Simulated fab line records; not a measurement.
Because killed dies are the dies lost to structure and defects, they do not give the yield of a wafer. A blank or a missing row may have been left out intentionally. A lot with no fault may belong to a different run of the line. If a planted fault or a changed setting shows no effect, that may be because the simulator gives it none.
Chamber matching -- flow gf180mcu -- GF_STI_ETCH_14 on rie-si-01: 4 sister chambers
The step etches Si in HBr/Cl2/O2, target depth 360 nm, time 102.9 s. 8 wafers are shown with their chamber, then 7 later ones without.

## WAFERS PAIRED WITH THEIR CHAMBERS
wafer,chamber,drypump-motor-current-A (A),oes-product-au (a.u.)
L968.1,2,5.5,0.996
L968.6,3,5.6,1.005
L969.5,1,4.6,0.979
L971.3,1,4.7,0.972
L971.5,3,5.6,1.016
L971.6,0,6.5,0.999
L972.2,0,6.5,1.003
L972.3,2,5.5,0.993

## WAFERS WITHOUT THEIR CHAMBER
wafer,drypump-motor-current-A (A),oes-product-au (a.u.)
L972.6,6.6,1.009
L973.1,5.6,1.008
L973.3,5.6,0.999
L973.4,4.6,0.985
L984.2,6.5,1.006
L984.4,5.5,0.996
L984.5,5.5,0.986

## WHICH CHAMBER EACH WENT THROUGH
wafer,from the rows above,in truth
L972.6,0,0
L973.1,3,3
L973.3,can't be placed: 3 or 2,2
L973.4,1,1
L984.2,0,0
L984.4,2,2
L984.5,2,2
6 of 7 placed correctly. From these rows, 1 cannot be placed; in 1 the true chamber is one of the candidates. Placed wrongly: 0.
How it was worked out, from the rows above alone: a wafer's distance from a chamber is the root of the sum, over the readings, of the square of ((its reading less the chamber's mean) divided by the reading's scatter). The wafer belongs to the nearest chamber; if the next one is less than 2 further off, it can't be placed. For every chamber, the mean is computed from those of its wafers that are shown. How the scatter is found: for the shown wafers, subtract from each reading the mean of its chamber, square and add these, divide the total by (wafers less chambers), then take the root.
